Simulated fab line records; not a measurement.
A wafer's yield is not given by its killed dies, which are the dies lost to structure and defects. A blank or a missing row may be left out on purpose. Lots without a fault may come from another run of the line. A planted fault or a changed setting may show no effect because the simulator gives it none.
fab line records + flow sky130
[record]
- lots = 15
- wafers = 42
- last_day = 50
route steps=708 shown SONOS_TUNNEL@161 RES_PROTECT@209 POLY_GATE@218 LDD_N@244 PAD_OPEN@708
lots that met no fault: from a run of the same line without faults
start_h: hours from the record's opening day to when the first of the lot's shown wafers began + wait_h: time in hours since the lot's previous step + " the same as in the row above + L1.1+2: several wafers, shown together as one row + - either no value or no given start + * or withheld: withheld + < > ~ a bound
route shown NAME@n: names a module that has steps shown in the file, with the first one's number in the route + usual: mean/standard deviation taken from wafers without a fault + same: alike in all rows + chamber/n: place in a boat + sites: each site's reading + _std_site: standard deviation of those values + _edge_site: inner sites' mean taken away from outer sites' mean + radius_mm: for every site, how far away it sits from the centre of the wafer + mask NAME#n: copy n + behind: the tool/chamber that last shaped the wafer + hold: why the lot was held/for how many hours/how that ended + device: transistor that didn't switch, given as n, p or np + end of line: at the end of the route, the tests of the same wafers + where a step has no rows: the recipe by itself + killed: dies lost to structure and defects at the first sort, not the wafer's yield + map: shows each die of a wafer: x if killed, . if not, _ if none is there
set.NAME: the setting as run; set.NAME@STEP: as run at that earlier step + model.NAME: the simulator's own value behind a step, which no gauge read
one table for each step of the route and one row for each wafer, over a sample of lots
[[steps]]
[step SKY_SONOS_TUNNEL_CD_MEAS_07]
[recipe]
- target_cd_nm = 410
[usual]
- cd_nm = 410.5/2.3
| lot.wafer | tool      | chamber | start_h | wait_h | cd_nm |
|-----------|-----------|---------|---------|--------|-------|
| L832.1    | cd_sem-02 | -       | 265.44  | 0.1    | 408.8 |
| L832.3    | "         | -       | "       | "      | 409.1 |
| L832.5    | "         | -       | "       | "      | 409.8 |
| L833.1    | cd_sem-02 | -       | 276.80  | 0.1    | 409.7 |
| L833.5    | "         | -       | "       | "      | 410.8 |
| L833.6    | "         | -       | "       | "      | 410.5 |
| L834.1    | cd_sem-02 | -       | 283.61  | 0.1    | 413.9 |
| L834.2    | "         | -       | "       | "      | 412.3 |
| L834.6    | "         | -       | "       | "      | 413.2 |
| L835.2    | cd_sem-02 | -       | 287.13  | 0.1    | 413.1 |
| L835.3    | "         | -       | "       | "      | 413.2 |
| L835.5    | "         | -       | "       | "      | 410.1 |
| L838.2    | cd_sem-01 | -       | 308.98  | 0.1    | 411.6 |
| L838.3    | "         | -       | "       | "      | 411.5 |
| L838.6    | "         | -       | "       | "      | 411.9 |
| L839.3    | cd_sem-02 | -       | 318.45  | 0.1    | 405.8 |
| L839.5    | "         | -       | "       | "      | 405.0 |
| L839.6    | "         | -       | "       | "      | 406.9 |
| L840.1    | cd_sem-01 | -       | 326.96  | 0.1    | 409.3 |
| L840.5    | "         | -       | "       | "      | 410.0 |
| L840.6    | "         | -       | "       | "      | 411.0 |
| L841.1    | cd_sem-02 | -       | 333.35  | 0.1    | 408.6 |
| L841.3    | "         | -       | "       | "      | 410.1 |
| L841.4    | "         | -       | "       | "      | 408.7 |
| L842.1    | cd_sem-02 | -       | 345.46  | 0.1    | 411.5 |
| L842.3    | "         | -       | "       | "      | 410.4 |
| L842.5    | "         | -       | "       | "      | 411.1 |
| L843.3    | cd_sem-02 | -       | 351.08  | 0.1    | 409.3 |
| L843.5    | "         | -       | "       | "      | 409.9 |
| L843.6    | "         | -       | "       | "      | 409.1 |
| L844.3    | cd_sem-02 | -       | 357.88  | 0.1    | 407.9 |
| L844.4    | "         | -       | "       | "      | 409.7 |
| L847.2    | cd_sem-02 | -       | 377.41  | 0.1    | 410.3 |
| L847.3    | "         | -       | "       | "      | 410.1 |
| L849.2    | cd_sem-02 | -       | 390.58  | 0.1    | 410.8 |
| L849.3    | "         | -       | "       | "      | 410.0 |
| L853.1    | cd_sem-01 | -       | 423.30  | 0.1    | 411.6 |
| L853.2    | "         | -       | "       | "      | 413.4 |
| L853.3    | "         | -       | "       | "      | 410.9 |
| L854.1    | cd_sem-02 | -       | 433.14  | 0.1    | 410.2 |
| L854.4    | "         | -       | "       | "      | 408.6 |
| L854.6    | "         | -       | "       | "      | 410.6 |
[step SKY_RES_PROTECT_SOFTBAKE_03]
[recipe]
- temp_c = 90
- time_s = 60
- resist = NOVOLAK
[usual]
- heater_power_total_W = 56.59/0.047
- plate_temp_C = 89.99/0.11
- resist_line_temp_C = 23.02/0.1
- run_length_s = 89.1/0.34
| lot.wafer | tool           | chamber | start_h | wait_h | heater_power_total_W | plate_temp_C | resist_line_temp_C | run_length_s |
|-----------|----------------|---------|---------|--------|----------------------|--------------|--------------------|--------------|
| L832.1    | litho_track-02 | 0       | 342.61  | 0.1    | 56.65                | 89.96        | 23.06              | 89.0         |
| L832.3    | "              | 0       | "       | "      | 56.62                | 89.92        | 23.13              | 88.8         |
| L832.5    | "              | 0       | "       | "      | 56.56                | 89.90        | 23.08              | 88.8         |
| L833.1    | litho_track-04 | 0       | 356.04  | 0.1    | 56.52                | 89.96        | 23.03              | 89.4         |
| L833.5    | "              | 0       | "       | "      | 56.59                | 90.00        | 23.16              | 89.5         |
| L833.6    | "              | 0       | "       | "      | 56.49                | 89.96        | 23.06              | 89.7         |
| L834.1    | litho_track-03 | 0       | 362.25  | 0.1    | 56.50                | 89.83        | 22.95              | 88.8         |
| L834.2    | "              | 0       | "       | "      | 56.59                | 89.87        | 23.11              | 88.6         |
| L834.6    | "              | 0       | "       | "      | 56.53                | 89.96        | 23.17              | 89.0         |
| L835.2    | litho_track-04 | 0       | 365.62  | 0.1    | 56.62                | 89.95        | 22.94              | 89.4         |
| L835.3    | "              | 0       | "       | "      | 56.63                | 90.04        | 22.97              | 89.4         |
| L835.5    | "              | 0       | "       | "      | 56.63                | 90.13        | 23.00              | 89.5         |
| L838.2    | litho_track-03 | 0       | 390.82  | 0.1    | 56.60                | 90.05        | 23.00              | 88.8         |
| L838.3    | "              | 0       | "       | "      | 56.57                | 89.98        | 22.98              | 88.8         |
| L838.6    | "              | 0       | "       | "      | 56.70                | 90.08        | 22.99              | 88.7         |
| L839.3    | litho_track-02 | 0       | 405.16  | 0.1    | 56.51                | 90.00        | 22.91              | 89.1         |
| L839.5    | "              | 0       | "       | "      | 56.60                | 89.89        | 22.98              | 88.8         |
| L839.6    | "              | 0       | "       | "      | 56.63                | 89.81        | 22.93              | 89.0         |
| L840.1    | litho_track-04 | 0       | 411.84  | 0.1    | 56.58                | 89.80        | 23.17              | 89.4         |
| L840.5    | "              | 0       | "       | "      | 56.57                | 90.06        | 23.27              | 89.7         |
| L840.6    | "              | 0       | "       | "      | 56.65                | 90.03        | 23.06              | 89.5         |
| L841.1    | litho_track-04 | 0       | 418.39  | 0.1    | 56.58                | 90.14        | 22.88              | 89.5         |
| L841.3    | "              | 0       | "       | "      | 56.57                | 89.90        | 22.83              | 89.4         |
| L841.4    | "              | 0       | "       | "      | 56.59                | 89.97        | 22.76              | 89.5         |
| L842.1    | litho_track-03 | 0       | 432.25  | 0.1    | 56.57                | 90.04        | 22.99              | 88.9         |
| L842.3    | "              | 0       | "       | "      | 56.50                | 90.01        | 23.18              | 88.7         |
| L842.5    | "              | 0       | "       | "      | 56.62                | 90.14        | 23.24              | 88.7         |
| L843.3    | litho_track-03 | 0       | 435.50  | 0.1    | 56.53                | 90.19        | 23.03              | 88.9         |
| L843.5    | "              | 0       | "       | "      | 56.55                | 89.90        | 23.01              | 88.7         |
| L843.6    | "              | 0       | "       | "      | 56.56                | 90.09        | 23.06              | 88.8         |
| L844.3    | litho_track-03 | 0       | 443.00  | 0.1    | 56.65                | 90.33        | 23.00              | 88.9         |
| L844.4    | "              | 0       | "       | "      | 59.69                | -            | 23.02              | 79.5         |
| L847.2    | litho_track-03 | 0       | 464.72  | 0.1    | 59.78                | -            | 23.10              | 79.5         |
| L847.3    | "              | 0       | "       | "      | 56.55                | 89.99        | 23.04              | 88.7         |
| L849.2    | litho_track-03 | 0       | 479.42  | 0.1    | 59.71                | -            | 23.08              | 79.5         |
| L849.3    | "              | 0       | "       | "      | 56.54                | 90.03        | 23.15              | 88.8         |
| L853.1    | litho_track-02 | 0       | 513.86  | 0.1    | 56.60                | 90.19        | 23.06              | 88.8         |
| L853.2    | "              | 0       | "       | "      | 56.56                | 90.06        | 23.12              | 89.0         |
| L853.3    | "              | 0       | "       | "      | 56.58                | 90.20        | 23.04              | 88.8         |
| L854.1    | litho_track-02 | 0       | 523.31  | 0.1    | 56.57                | 89.87        | 22.87              | 88.8         |
| L854.4    | "              | 0       | "       | "      | 56.52                | 90.07        | 22.88              | 88.9         |
| L854.6    | "              | 0       | "       | "      | 56.49                | 89.99        | 22.98              | 89.1         |
[step SKY_POLY_GATE_THK_MEAS_04]
[recipe]
- reads = Si3N4_of_POLY_GATE_CVD_03
[usual]
- POLY_GATE_CVD_03_THK = 74.9/0.6
| lot.wafer | tool          | chamber | start_h | wait_h | POLY_GATE_CVD_03_THK[nm] |
|-----------|---------------|---------|---------|--------|--------------------------|
| L832.1    | film_metro-03 | -       | 358.02  | 0.0    | 75.2                     |
| L832.3    | "             | -       | "       | "      | 74.7                     |
| L832.5    | "             | -       | "       | "      | 75.8                     |
| L833.1    | film_metro-04 | -       | 371.86  | 0.0    | 74.0                     |
| L833.5    | "             | -       | "       | "      | 73.8                     |
| L833.6    | "             | -       | "       | "      | 74.2                     |
| L834.1    | film_metro-03 | -       | 377.55  | 0.0    | 73.6                     |
| L834.2    | "             | -       | "       | "      | 74.3                     |
| L834.6    | "             | -       | "       | "      | 73.9                     |
| L835.2    | film_metro-02 | -       | 381.91  | 0.0    | 75.1                     |
| L835.3    | "             | -       | "       | "      | 74.8                     |
| L835.5    | "             | -       | "       | "      | 74.4                     |
| L838.2    | film_metro-04 | -       | 407.17  | 0.0    | 74.3                     |
| L838.3    | "             | -       | "       | "      | 74.7                     |
| L838.6    | "             | -       | "       | "      | 74.5                     |
| L839.3    | film_metro-04 | -       | 422.82  | 0.0    | 75.0                     |
| L839.5    | "             | -       | "       | "      | 74.5                     |
| L839.6    | "             | -       | "       | "      | 74.6                     |
| L840.1    | film_metro-04 | -       | 430.10  | 0.0    | 74.8                     |
| L840.5    | "             | -       | "       | "      | 74.9                     |
| L840.6    | "             | -       | "       | "      | 74.7                     |
| L841.1    | film_metro-02 | -       | 436.02  | 0.0    | 75.3                     |
| L841.3    | "             | -       | "       | "      | 74.9                     |
| L841.4    | "             | -       | "       | "      | 74.6                     |
| L842.1    | film_metro-02 | -       | 450.12  | 0.0    | 74.1                     |
| L842.3    | "             | -       | "       | "      | 73.9                     |
| L842.5    | "             | -       | "       | "      | 74.6                     |
| L843.3    | film_metro-04 | -       | 453.30  | 0.0    | 75.1                     |
| L843.5    | "             | -       | "       | "      | 75.1                     |
| L843.6    | "             | -       | "       | "      | 74.6                     |
| L844.3    | film_metro-04 | -       | 460.78  | 0.0    | 74.9                     |
| L844.4    | "             | -       | "       | "      | 74.7                     |
| L847.2    | film_metro-03 | -       | 481.58  | 0.0    | 75.0                     |
| L847.3    | "             | -       | "       | "      | 75.3                     |
| L849.2    | film_metro-03 | -       | 497.88  | 0.0    | 74.6                     |
| L849.3    | "             | -       | "       | "      | 75.0                     |
| L853.1    | film_metro-02 | -       | 531.17  | 0.0    | 74.3                     |
| L853.2    | "             | -       | "       | "      | 74.4                     |
| L853.3    | "             | -       | "       | "      | 73.8                     |
| L854.1    | film_metro-03 | -       | 540.31  | 0.0    | 74.9                     |
| L854.4    | "             | -       | "       | "      | 75.0                     |
| L854.6    | "             | -       | "       | "      | 74.2                     |
[step SKY_LDD_N_OVL_MEAS_07]
[usual]
- LDD_N_OVL = -0.7/1.6
| lot.wafer | tool       | chamber | start_h | wait_h | LDD_N_OVL[nm] |
|-----------|------------|---------|---------|--------|---------------|
| L832.1    | overlay-02 | -       | 418.19  | 0.1    | -0.6          |
| L832.3    | "          | -       | "       | "      | 0.2           |
| L832.5    | "          | -       | "       | "      | 0.6           |
| L833.1    | overlay-02 | -       | 434.94  | 0.1    | 0.9           |
| L833.5    | "          | -       | "       | "      | 0.8           |
| L833.6    | "          | -       | "       | "      | -0.4          |
| L834.1    | overlay-02 | -       | 437.79  | 0.1    | 1.1           |
| L834.2    | "          | -       | "       | "      | 0.8           |
| L834.6    | "          | -       | "       | "      | -2.0          |
| L835.2    | overlay-01 | -       | 441.60  | 0.1    | -3.2          |
| L835.3    | "          | -       | "       | "      | -2.2          |
| L835.5    | "          | -       | "       | "      | -1.6          |
| L838.2    | overlay-02 | -       | 470.70  | 0.1    | -0.4          |
| L838.3    | "          | -       | "       | "      | -0.4          |
| L838.6    | "          | -       | "       | "      | -0.3          |
| L839.3    | overlay-02 | -       | 485.71  | 0.1    | 2.3           |
| L839.5    | "          | -       | "       | "      | 2.3           |
| L839.6    | "          | -       | "       | "      | 1.4           |
| L840.1    | overlay-02 | -       | 496.54  | 0.1    | 0.1           |
| L840.5    | "          | -       | "       | "      | -2.2          |
| L840.6    | "          | -       | "       | "      | 0.0           |
| L841.1    | overlay-01 | -       | 501.44  | 0.1    | 2.8           |
| L841.3    | "          | -       | "       | "      | 2.2           |
| L841.4    | "          | -       | "       | "      | 2.9           |
| L842.1    | overlay-02 | -       | 513.39  | 0.1    | -0.5          |
| L842.3    | "          | -       | "       | "      | -0.3          |
| L842.5    | "          | -       | "       | "      | -1.8          |
| L843.3    | overlay-01 | -       | 515.60  | 0.1    | -2.0          |
| L843.5    | "          | -       | "       | "      | -1.5          |
| L843.6    | "          | -       | "       | "      | -2.2          |
| L844.3    | overlay-01 | -       | 523.61  | 0.1    | -5.3          |
| L844.4    | "          | -       | "       | "      | -4.3          |
| L847.2    | overlay-01 | -       | 543.50  | 0.1    | 0.7           |
| L847.3    | "          | -       | "       | "      | 1.6           |
| L849.2    | overlay-01 | -       | 560.05  | 0.1    | -1.8          |
| L849.3    | "          | -       | "       | "      | -2.3          |
| L853.1    | overlay-02 | -       | 591.24  | 0.1    | -0.5          |
| L853.2    | "          | -       | "       | "      | -0.7          |
| L853.3    | "          | -       | "       | "      | -2.4          |
| L854.1    | overlay-02 | -       | 601.24  | 0.1    | 1.0           |
| L854.4    | "          | -       | "       | "      | -0.5          |
| L854.6    | "          | -       | "       | "      | 1.5           |
[step SKY_PAD_OPEN_PROBE_99]
[usual]
- killed_at_M0_to_M3 = 45/6.9
- killed_at_M4_up = 3.1/1.7
- killed_at_contacts = 24/5.7
- killed_at_front_end = 15/4.6
- killed_at_other = 0.3/0.57
- killed_dies = 87/10
- killed_open = 48/7.4
- killed_short = 39/6.7
[same]
- gross_dies = 492
- killed_at_back_side = 0
| lot.wafer | tool      | chamber | start_h | wait_h | killed_at_M0_to_M3 | killed_at_M4_up | killed_at_contacts | killed_at_front_end | killed_at_other | killed_dies | killed_open | killed_short |
|-----------|-----------|---------|---------|--------|--------------------|-----------------|--------------------|---------------------|-----------------|-------------|-------------|--------------|
| L834.1    | prober-01 | -       | 1104.90 | 0.1    | 56                 | 2               | 29                 | 11                  | 1               | 99          | 54          | 45           |
| L834.2    | prober-01 | -       | 1104.95 | 0.1    | 36                 | 4               | 38                 | 6                   | 0               | 84          | 53          | 31           |
| L834.6    | prober-01 | -       | 1105.15 | 0.2    | 46                 | 1               | 29                 | 19                  | 0               | 95          | 57          | 38           |
| L835.2    | prober-02 | -       | 1109.01 | 0.1    | 44                 | 1               | 22                 | 10                  | 1               | 78          | 33          | 45           |
| L838.2    | prober-02 | -       | 1120.76 | 0.1    | 36                 | 4               | 13                 | 23                  | 1               | 77          | 35          | 42           |
| L838.3    | prober-02 | -       | 1120.81 | 0.2    | 43                 | 3               | 22                 | 17                  | 0               | 85          | 55          | 30           |
| L838.6    | prober-02 | -       | 1120.96 | 0.2    | 43                 | 2               | 16                 | 20                  | 1               | 82          | 43          | 39           |
| L839.3    | prober-01 | -       | 1134.17 | 0.2    | 41                 | 4               | 37                 | 15                  | 0               | 97          | 52          | 45           |
| L839.5    | prober-01 | -       | 1134.27 | 0.2    | 33                 | 6               | 18                 | 18                  | 1               | 76          | 33          | 43           |
| L839.6    | prober-01 | -       | 1134.32 | 0.2    | 35                 | 3               | 26                 | 14                  | 1               | 79          | 39          | 40           |
| L840.1    | prober-02 | -       | 1139.85 | 0.1    | 41                 | 4               | 25                 | 8                   | 0               | 78          | 46          | 32           |
| L840.5    | prober-02 | -       | 1140.05 | 0.2    | 34                 | 5               | 25                 | 15                  | 0               | 79          | 44          | 35           |
| L840.6    | prober-02 | -       | 1140.10 | 0.2    | 48                 | 2               | 20                 | 17                  | 0               | 87          | 48          | 39           |
| L841.1    | prober-01 | -       | 1144.92 | 0.1    | 48                 | 7               | 21                 | 6                   | 2               | 84          | 45          | 39           |
| L841.3    | prober-01 | -       | 1145.02 | 0.2    | 44                 | 0               | 22                 | 11                  | 0               | 77          | 40          | 37           |
| L841.4    | prober-01 | -       | 1145.07 | 0.2    | 33                 | 0               | 25                 | 13                  | 0               | 71          | 43          | 28           |
| L842.1    | prober-02 | -       | 1153.16 | 0.1    | 32                 | 2               | 17                 | 28                  | 0               | 79          | 46          | 33           |
| L842.3    | prober-02 | -       | 1153.26 | 0.2    | 44                 | 3               | 20                 | 26                  | 0               | 93          | 56          | 37           |
| L842.5    | prober-02 | -       | 1153.36 | 0.2    | 33                 | 4               | 21                 | 15                  | 0               | 73          | 37          | 36           |
| L843.3    | prober-02 | -       | 1156.07 | 0.2    | 33                 | 3               | 16                 | 11                  | 2               | 65          | 32          | 33           |
| L843.5    | prober-02 | -       | 1156.17 | 0.2    | 51                 | 4               | 19                 | 17                  | 0               | 91          | 39          | 52           |
| L843.6    | prober-02 | -       | 1156.22 | 0.2    | 42                 | 4               | 14                 | 15                  | 1               | 76          | 38          | 37           |
| L847.2    | prober-01 | -       | 1169.36 | 0.1    | 52                 | 0               | 23                 | 20                  | 0               | 95          | 53          | 42           |
| L847.3    | prober-01 | -       | 1169.41 | 0.2    | 42                 | 1               | 38                 | 21                  | 0               | 102         | 57          | 45           |
// killed by level:class
L834.1 CONTACT:geometric_particle:open=12 VIA2:geometric_particle:open=9 METAL1:geometric_particle:short=9 VIA1:geometric_particle:open=9 VIA3:geometric_particle:open=8 LI_CONTACT:geometric_particle:open=6 LOCAL_INTERCONNECT:geometric_particle:short=5 METAL2:geometric_particle:short=5
L834.2 CONTACT:geometric_particle:open=14 LI_CONTACT:geometric_particle:open=11 VIA1:geometric_particle:open=11 VIA3:geometric_particle:open=8 LOCAL_INTERCONNECT:geometric_particle:short=5 CONTACT:geometric_particle:short=5 VIA2:geometric_particle:open=4 METAL3:geometric_particle:short=4
L834.6 CONTACT:geometric_particle:open=10 VIA1:geometric_particle:open=9 VIA2:geometric_particle:open=9 FIELD_ISO:geometric_particle:open=8 METAL1:geometric_particle:short=8 VIA3:geometric_particle:open=8 FIELD_ISO:geometric_particle:short=7 LI_CONTACT:geometric_particle:open=6
L835.2 METAL2:geometric_particle:short=8 CONTACT:geometric_particle:open=7 METAL1:geometric_particle:short=7 VIA3:geometric_particle:short=7 VIA2:geometric_particle:open=6 LI_CONTACT:geometric_particle:open=4 LI_CONTACT:geometric_particle:short=4 LOCAL_INTERCONNECT:geometric_particle:short=4
L838.2 FIELD_ISO:geometric_particle:short=11 VIA2:geometric_particle:open=8 CONTACT:geometric_particle:open=6 VIA1:geometric_particle:open=6 METAL3:geometric_particle:short=5 METAL2:geometric_particle:short=3 POLY_GATE:geometric_particle:open=3 POLY_GATE:geometric_particle:short=3
L838.3 LI_CONTACT:geometric_particle:open=12 VIA3:geometric_particle:open=12 CONTACT:geometric_particle:open=6 METAL1:geometric_particle:short=6 VIA1:geometric_particle:open=6 FIELD_ISO:geometric_particle:short=5 POLY_GATE:geometric_particle:open=5 VIA1:geometric_particle:short=5
L838.6 VIA1:geometric_particle:open=10 POLY_GATE:geometric_particle:short=6 METAL1:geometric_particle:short=6 LOCAL_INTERCONNECT:geometric_particle:short=6 CONTACT:geometric_particle:open=6 VIA3:geometric_particle:open=6 FIELD_ISO:geometric_particle:open=5 POLY_GATE:geometric_particle:open=5
L839.3 CONTACT:geometric_particle:open=15 METAL2:geometric_particle:short=9 LI_CONTACT:geometric_particle:open=8 CONTACT:geometric_particle:short=6 VIA2:geometric_particle:open=6 FIELD_ISO:geometric_particle:open=5 METAL1:geometric_particle:short=5 VIA1:geometric_particle:open=5
L839.5 CONTACT:geometric_particle:open=7 METAL1:geometric_particle:short=7 VIA1:geometric_particle:open=5 METAL4:geometric_particle:short=5 FIELD_ISO:geometric_particle:short=4 FIELD_ISO:geometric_particle:open=4 VIA2:geometric_particle:open=4 METAL2:geometric_particle:short=4
L839.6 LI_CONTACT:geometric_particle:open=9 METAL1:geometric_particle:short=7 CONTACT:geometric_particle:open=6 VIA1:geometric_particle:open=6 FIELD_ISO:geometric_particle:open=5 LI_CONTACT:geometric_particle:short=4 CONTACT:geometric_particle:short=4 METAL3:geometric_particle:short=4
L840.1 VIA1:geometric_particle:open=13 CONTACT:geometric_particle:open=8 CONTACT:geometric_particle:short=6 VIA1:geometric_particle:short=6 METAL2:geometric_particle:short=6 VIA2:geometric_particle:open=6 LI_CONTACT:geometric_particle:open=5 LOCAL_INTERCONNECT:geometric_particle:short=5
L840.5 FIELD_ISO:geometric_particle:open=7 LI_CONTACT:geometric_particle:open=7 VIA1:geometric_particle:open=6 CONTACT:geometric_particle:open=6 METAL2:geometric_particle:short=6 VIA1:geometric_particle:short=5 VIA2:geometric_particle:open=5 LI_CONTACT:geometric_particle:short=4
L840.6 VIA1:geometric_particle:open=11 METAL1:geometric_particle:short=7 VIA3:geometric_particle:open=7 LI_CONTACT:geometric_particle:open=6 CONTACT:geometric_particle:open=6 FIELD_ISO:geometric_particle:short=5 FIELD_ISO:geometric_particle:open=5 METAL2:geometric_particle:short=5
L841.1 METAL2:geometric_particle:short=10 VIA1:geometric_particle:open=7 VIA3:geometric_particle:open=7 LI_CONTACT:geometric_particle:open=6 CONTACT:geometric_particle:open=6 METAL4:geometric_particle:short=6 METAL3:geometric_particle:short=5 POLY_GATE:geometric_particle:open=4
L841.3 VIA1:geometric_particle:open=9 LI_CONTACT:geometric_particle:open=8 VIA2:geometric_particle:open=8 LOCAL_INTERCONNECT:geometric_particle:short=6 METAL1:geometric_particle:short=6 VIA3:geometric_particle:open=6 POLY_GATE:geometric_particle:short=5 CONTACT:geometric_particle:open=5
L841.4 CONTACT:geometric_particle:open=12 LI_CONTACT:geometric_particle:open=6 METAL1:geometric_particle:short=6 VIA1:geometric_particle:open=6 LI_CONTACT:geometric_particle:short=4 VIA2:geometric_particle:short=4 VIA3:geometric_particle:open=4 POLY_GATE:geometric_particle:short=3
L842.1 POLY_GATE:geometric_particle:open=10 POLY_GATE:geometric_particle:short=8 VIA1:geometric_particle:open=8 FIELD_ISO:geometric_particle:open=5 METAL1:geometric_particle:short=5 FIELD_ISO:geometric_particle:short=4 LI_CONTACT:geometric_particle:open=4 CONTACT:geometric_particle:open=4
L842.3 VIA2:geometric_particle:open=11 CONTACT:geometric_particle:open=10 VIA1:geometric_particle:open=8 POLY_GATE:geometric_particle:open=7 VIA3:geometric_particle:open=6 METAL2:geometric_particle:short=5 VIA3:geometric_particle:short=5 POLY_GATE:geometric_particle:short=4
L842.5 CONTACT:geometric_particle:open=9 VIA2:geometric_particle:open=8 LI_CONTACT:geometric_particle:open=6 VIA1:geometric_particle:short=5 VIA1:geometric_particle:open=5 FIELD_ISO:geometric_particle:short=4 LOCAL_INTERCONNECT:geometric_particle:short=4 METAL4:geometric_particle:short=4
L843.3 VIA1:geometric_particle:short=7 VIA3:geometric_particle:open=6 LI_CONTACT:geometric_particle:open=5 VIA1:geometric_particle:open=5 METAL2:geometric_particle:short=5 CONTACT:geometric_particle:open=4 LOCAL_INTERCONNECT:geometric_particle:short=4 FIELD_ISO:geometric_particle:open=3
L843.5 METAL2:geometric_particle:short=12 VIA1:geometric_particle:open=9 POLY_GATE:geometric_particle:short=6 LI_CONTACT:geometric_particle:open=6 METAL1:geometric_particle:short=6 VIA1:geometric_particle:short=6 VIA2:geometric_particle:open=6 CONTACT:geometric_particle:open=5
L843.6 VIA1:geometric_particle:open=13 CONTACT:geometric_particle:open=6 POLY_GATE:geometric_particle:short=5 VIA2:geometric_particle:open=5 LOCAL_INTERCONNECT:geometric_particle:short=4 METAL2:geometric_particle:short=4 METAL4:geometric_particle:short=4 METAL3:geometric_particle:short=4
L847.2 VIA1:geometric_particle:open=15 CONTACT:geometric_particle:open=9 VIA3:geometric_particle:open=8 POLY_GATE:geometric_particle:open=7 FIELD_ISO:geometric_particle:short=6 CONTACT:geometric_particle:short=6 METAL2:geometric_particle:short=5 VIA2:geometric_particle:open=5
L847.3 CONTACT:geometric_particle:open=14 CONTACT:geometric_particle:short=10 VIA1:geometric_particle:open=9 POLY_GATE:geometric_particle:open=7 METAL2:geometric_particle:short=7 VIA2:geometric_particle:open=7 LI_CONTACT:geometric_particle:open=6 LOCAL_INTERCONNECT:geometric_particle:short=6
[[key]]
[first_sign]
- step = SKY_RES_PROTECT_SOFTBAKE_03
- reading = heater_power_total_W
- direction = up
- sigmas = 67
- usual = *
- struck = *
[effect]
- step = SKY_RES_PROTECT_SOFTBAKE_03
- reading = run_length_s
- direction = down
- sigmas = 28
- usual = *
- struck = *
met_at SKY_RES_PROTECT_SOFTBAKE_03
struck_lots L844,L847,L849
struck_wafers L844.4,L847.2,L849.2
tester_left_out L844,L847,L849
not_acting_at SKY_SONOS_TUNNEL_CD_MEAS_07,SKY_POLY_GATE_THK_MEAS_04,SKY_LDD_N_OVL_MEAS_07
onset_between 435.50 443.00
[fault]
- kind = process_parameter_drift
- tool = litho_track-03
- chamber = -
- onset_h = 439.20
- steps = SKY_RES_PROTECT_SOFTBAKE_03
- channel = time_s
- offset = *
- shape = step
- end_h = 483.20
- scope = struck_wafers_only
- acts_in = *
- stated = *
// tester_left_out: of these lots the tester's yield and bins aren't shown, on N5 and GAA mostly nor the transistor test; their killed dies are dies lost to structure and defects alone, not to doping, threshold or leakage, so they don't give the yield
